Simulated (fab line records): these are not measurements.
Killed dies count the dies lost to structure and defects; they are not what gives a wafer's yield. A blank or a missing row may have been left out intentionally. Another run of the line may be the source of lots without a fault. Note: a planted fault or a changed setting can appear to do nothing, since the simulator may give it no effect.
Matching of chambers    flow sky130    3 sister chambers for SKY_CAP2M_CVD_00 on pecvd-04
The step deposits SiO2, target thk 15.5 nm. 3 wafers are shown with their chamber, then 7 later ones without.

## WAFERS WITH THEIR CHAMBER
wafer   chamber  heater_power_w (W)
L337.1  1        645
L339.2  2        776
L339.3  0        801

## WAFERS MISSING THEIR CHAMBER
wafer   heater_power_w (W)
L339.4  709
L350.1  698
L350.3  743
L350.5  756
L355.2  748
L355.3  783
L355.5  754

## THE CHAMBER EACH PASSED THROUGH
wafer   from the rows above           in truth
L339.4  can't be placed: 1 or 2 or 0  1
L350.1  can't be placed: 1 or 2 or 0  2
L350.3  can't be placed: 2 or 0 or 1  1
L350.5  can't be placed: 2 or 0       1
L355.2  can't be placed: 2 or 0       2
L355.3  can't be placed: 2 or 0       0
L355.5  can't be placed: 2 or 0       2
0 of 7 placed correctly. Not placeable from these rows: 7 (in 6, the candidates include the true chamber). Wrongly placed: 0.
How it was worked out, from the rows above alone: a wafer's distance from a chamber is the root of the sum, over the readings, of the square of ((its reading less the chamber's mean) divided by the reading's scatter). The wafer belongs to the nearest chamber; if the next one is less than 2 further off, it can't be placed. Each chamber's mean is taken over the wafers shown for it. The scatter: root of mean squared gap, hidden wafer to nearest shown wafer, with one shown wafer a chamber.
